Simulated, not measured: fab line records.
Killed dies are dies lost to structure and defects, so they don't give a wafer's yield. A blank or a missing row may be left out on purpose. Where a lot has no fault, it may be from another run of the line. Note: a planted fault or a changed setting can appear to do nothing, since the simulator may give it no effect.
What tool caused it? / flow gf180mcu / at 1 step of a route of 602, 12 lots with 36 wafers sampled

## WHAT EACH GAUGE READ, for each wafer
GF_V1_OVL_MEAS_15.
lot=L894; measured=day 18 03:06; on=overlay-02; V1_OVL (nm)=7 18 16
lot=L895; measured=day 18 06:25; on=overlay-01; V1_OVL (nm)=1 -1 -2
lot=L896; measured=day 18 17:10; on=overlay-02; V1_OVL (nm)=-4 -2 0
lot=L902; measured=day 20 22:20; on=overlay-02; V1_OVL (nm)=3 -4 -7
lot=L903; measured=day 21 11:48; on=overlay-01; V1_OVL (nm)=-8 -6 -9
lot=L904; measured=day 22 05:45; on=overlay-02; V1_OVL (nm)=-4 1 -1
lot=L905; measured=day 22 16:21; on=overlay-01; V1_OVL (nm)=5 8 4
lot=L906; measured=day 22 21:45; on=overlay-01; V1_OVL (nm)=0 6 5
lot=L907; measured=day 23 03:07; on=overlay-02; V1_OVL (nm)=4 5 7
lot=L914; measured=day 25 03:42; on=overlay-02; V1_OVL (nm)=11 12 3
lot=L916; measured=day 25 22:13; on=overlay-02; V1_OVL (nm)=-3 1 -3
lot=L915; measured=day 25 22:34; on=overlay-02; V1_OVL (nm)=2 5 9

## WHICH TOOL RAN EACH LOT (tool, then ch and the chambers of the sampled wafers, then the start)
The record holds no process step before these readings.

## AS READ BY THE TOOLS THEMSELVES (means over the sampled wafers that have a number; for cases with no such wafer, the mark the record gives instead)
The record holds no such reading with a usual standard deviation.

## THE ANSWER, worked out from the rows above alone
Rule: usual is defined by the lots themselves. The widest of any qualifying gaps counts: lots, ordered by their means at a reading, are off when they make up no more than a third of the lots, leave a main group of 4 or more, and stand apart from it by 3 or more times the standard deviation of that group's means. Not used: any main group whose means are identical at the precision the tables above print for the reading. Also off: a lot with no number at a reading for which 4 or more lots have one. Where the step has rows for the other lots, those lots are counted as sound. First the gauges in route order, then the tools' own readings, where a lot's mean is used as printed above. At the first step where some lot is off, the reading lying furthest off is the one used; lots without a number count as furthest.
No lot is off on any of the readings shown, so nothing can be concluded from this.

## WHAT WAS PUT IN BY THE SIMULATOR
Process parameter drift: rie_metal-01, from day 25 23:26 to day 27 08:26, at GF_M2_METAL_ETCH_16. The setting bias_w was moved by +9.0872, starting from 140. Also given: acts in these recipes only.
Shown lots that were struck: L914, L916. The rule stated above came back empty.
